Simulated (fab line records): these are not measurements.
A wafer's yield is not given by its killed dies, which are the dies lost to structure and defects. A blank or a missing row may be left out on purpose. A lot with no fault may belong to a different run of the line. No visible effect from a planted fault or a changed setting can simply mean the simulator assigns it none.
A struck lot beside a sound one -- flow sky130 -- 28 out of 708 route steps
Sound: the wafers L886.1, L886.5, L886.6. Wafers L892.2, L892.3, L892.4 were the ones struck. At the end, the cause is stated.
Each step with rows lists, per side, the tool, then ch with its chambers, then its first start. Under that, the readings that differ: sound wafers -- struck wafers -- difference of the means -- sigmas: that difference in standard deviations of wafers without a fault.
alike: readings with means less than 2 such deviations apart, plus words and numbers identical on both sides. not compared: withheld readings, readings lacking a value on some wafer, bounds such as >300 that could conceal the same value, and numbers that have no deviation in the record and whose values overlap.
Wherever a step has rows on one side only, a row that says differs or no value, or a row with sigmas, the two part there. Numbers that have no deviation but don't overlap get no sigmas and don't part them. A reading that every wafer of one side lacks parts them only if that side has two wafers or more.

first, 1 step without rows for these wafers: SKY_DNWELL_IMPLANT_07.
SKY_DNWELL_STRIP_08: strips in O2/N2.
  sound on plasma asher-02 ch 0,1, day 4 03:58; struck on plasma asher-02 ch 0,1, day 5 09:07
  alike: drypump motor current A, oes product au, strip time to endpoint s
  not compared: rf hours counter h
SKY_DNWELL_TW_MEAS_09:
  sound on film metro-02, day 4 04:04; struck on film metro-02, day 5 09:14
  alike: DNWELL_TW
then, 7 steps without rows for these wafers: SKY_PWDE_DEHYDRATE_00 (time 60 s); SKY_PWDE_HMDS_01 (prime time 60 s); SKY_PWDE_COAT_02 (resist thk 3000 nm); SKY_PWDE_SOFTBAKE_03; SKY_PWDE_EXPOSE_04 (exposes mask PWDEM, target cd 840 nm); SKY_PWDE_PEB_05; SKY_PWDE_DEVELOP_06 (develop time 60 s).
SKY_PWDE_OVL_MEAS_07:
  sound on overlay-01, day 4 20:37; struck on overlay-02, day 6 03:19
  alike: PWDE_OVL
then, 1 step without rows for these wafers: SKY_PWDE_IMPLANT_08.
SKY_PWDE_STRIP_09: strips in O2/N2.
  sound on plasma asher-03 ch 0,1, day 4 20:47; struck on plasma asher-01 ch 0,1, day 6 03:29
reading,sound,struck,difference,sigmas
oes product au (a.u.),0.719 0.727 0.726,0.928 0.934 0.926,+0.205,+47
strip time to endpoint s (s),37.01 37.08 37.03,- - -,no value on the struck wafers,
model.coat_of_PWDE_COAT_02.thk nm (nm),0 0 0,1660 1667 1664,+1664,
  alike: drypump motor current A
  not compared: rf hours counter h
SKY_PWDE_TW_MEAS_10:
  sound on film metro-02, day 4 20:53; struck on film metro-02, day 6 03:36
  alike: PWDE_TW
then, 7 steps without rows for these wafers: SKY_NWELL_DEHYDRATE_03 (time 60 s); SKY_NWELL_HMDS_04 (prime time 60 s); SKY_NWELL_COAT_05 (resist thk 3000 nm); SKY_NWELL_SOFTBAKE_06; SKY_NWELL_EXPOSE_07 (exposes mask NWM, target cd 840 nm); SKY_NWELL_PEB_08; SKY_NWELL_DEVELOP_09 (develop time 60 s).
SKY_NWELL_OVL_MEAS_10:
  sound on overlay-02, day 5 14:14; struck on overlay-01, day 6 22:32
  alike: NWELL_00_OVL
then, 3 steps without rows for these wafers: SKY_NWELL_IMPLANT_11; SKY_NWELL_IMPLANT_12; SKY_NWELL_IMPLANT_13.
SKY_NWELL_STRIP_14: strips in O2/N2.
  sound on plasma asher-01 ch 0,1, day 5 14:43; struck on plasma asher-04 ch 0,1, day 6 23:01
reading,sound,struck,difference,sigmas
drypump motor current A (A),5.3 6.3 5.3,6.4 6.4 6.6,+0.8,+2
strip time to endpoint s (s),37.01 37.03 37.02,61.30 61.44 61.39,+24.36,+99 or more
  alike: oes product au
  not compared: rf hours counter h
SKY_NWELL_TW_MEAS_15:
  sound on film metro-01, day 5 14:49; struck on film metro-04, day 6 23:07
reading,sound,struck,difference,sigmas
NWELL_TW,1813 1828 1819,30 30 30,-1790,-99 or more
then, 1 step without rows for these wafers: SKY_NWELL_DEHYDRATE_16 (time 60 s).

## WHERE THEY PART
Last at SKY_NWELL_TW_MEAS_15 as far as this record goes, first at SKY_PWDE_STRIP_09.

WHY: what had been put in by the simulator
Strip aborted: plasma asher-01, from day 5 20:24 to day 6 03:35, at SKY_PWDE_STRIP_09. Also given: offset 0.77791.
